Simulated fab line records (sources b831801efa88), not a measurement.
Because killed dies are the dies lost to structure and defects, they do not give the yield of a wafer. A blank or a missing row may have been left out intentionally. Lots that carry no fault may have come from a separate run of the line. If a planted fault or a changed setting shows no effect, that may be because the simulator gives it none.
Chamber matching | flow sky130 | SKY_VIA1_CMP_02 on cmp-02 has 4 sister chambers
The step polishes SiO2. 8 wafers are shown with their chamber, then 7 later ones without.

== EACH WAFER AND ITS CHAMBER ==
wafer  | chamber | motorCurrentA (A) | platenRpm (rpm)
L527.3 | 0       | 12.4              | 60.07
L528.6 | 0       | 12.5              | 59.97
L530.1 | 2       | 9.8               | 59.98
L530.4 | 3       | 12.1              | 60.07
L531.5 | 1       | 11.3              | 60.09
L531.6 | 2       | 10.2              | 60.02
L542.2 | 3       | 12.9              | 60.03
L542.3 | 1       | 11.7              | 60.00

== WAFERS MISSING THEIR CHAMBER ==
wafer  | motorCurrentA (A) | platenRpm (rpm)
L542.4 | 11.9              | 59.93
L546.2 | 11.2              | 60.08
L546.3 | 9.6               | 60.04
L546.4 | 12.4              | 60.08
L547.3 | 11.1              | 59.97
L547.4 | 10.2              | 60.08
L547.5 | 10.3              | 60.01

== WHICH CHAMBER EACH WENT THROUGH ==
wafer  | from the rows above          | in truth
L542.4 | can't be placed: 0 or 1 or 3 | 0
L546.2 | 1                            | 1
L546.3 | 2                            | 2
L546.4 | can't be placed: 3 or 0      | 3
L547.3 | can't be placed: 1 or 2      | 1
L547.4 | 2                            | 2
L547.5 | 2                            | 2
4 of 7 placed correctly. Cannot be placed on the basis of these rows: 3; the candidates contain the true chamber in 3. 0 placed wrongly.
How it was worked out, from the rows above alone: a wafer's distance from a chamber is the root of the sum, over the readings, of the square of ((its reading less the chamber's mean) divided by the reading's scatter). If the next closest chamber is less than 2 further off than the closest, the wafer can't be placed; otherwise it belongs to the closest. For every chamber, the mean is computed from those of its wafers that are shown. The scatter: take each reading less its chamber's mean, square it, sum over the shown wafers, divide by the number of wafers less the number of chambers, and take the root.
